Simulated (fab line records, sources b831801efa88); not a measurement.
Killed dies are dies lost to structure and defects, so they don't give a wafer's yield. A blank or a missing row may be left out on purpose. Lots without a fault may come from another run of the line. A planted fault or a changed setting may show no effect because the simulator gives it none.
Chamber matching | flow gf180mcu | GF_PASSIVATION_CVD_02 on pecvd-01: 3 sister chambers
The step deposits Si3N4, target thk 700 nm, time 486.18 s. 6 wafers are shown with their chamber, then 7 later ones without.

WAFERS WITH THEIR CHAMBER
wafer  | chamber | heater_power_w (W)
L334.2 | 0       | 851
L338.2 | 0       | 806
L339.3 | 2       | 662
L344.2 | 2       | 601
L348.3 | 1       | 597
L348.4 | 1       | 642

WAFERS WITHOUT THEIR CHAMBER
wafer  | heater_power_w (W)
L348.6 | 741
L349.3 | 658
L349.4 | 742
L349.5 | 507
L353.1 | 680
L353.3 | 645
L353.5 | 700

WHICH CHAMBER EACH WENT THROUGH
wafer  | from the rows above          | in truth
L348.6 | can't be placed: 0 or 2 or 1 | 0
L349.3 | can't be placed: 2 or 1      | 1
L349.4 | can't be placed: 0 or 2 or 1 | 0
L349.5 | can't be placed: 1 or 2      | 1
L353.1 | can't be placed: 2 or 1      | 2
L353.3 | can't be placed: 2 or 1      | 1
L353.5 | can't be placed: 2 or 1 or 0 | 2
Placed correctly: 0 of 7. Can't be placed from these rows: 7 (the true chamber is among the candidates in 7). Placed wrongly: 0.
How it was worked out, from the rows above alone: a wafer's distance from a chamber is the root of the sum, over the readings, of the square of ((its reading less the chamber's mean) divided by the reading's scatter). The wafer belongs to the nearest chamber; if the next one is less than 2 further off, it can't be placed. A chamber's mean is the mean of its shown wafers. The scatter: the root of (the sum of the squares of (reading less its chamber's mean) over the shown wafers, divided by (wafers less chambers)).
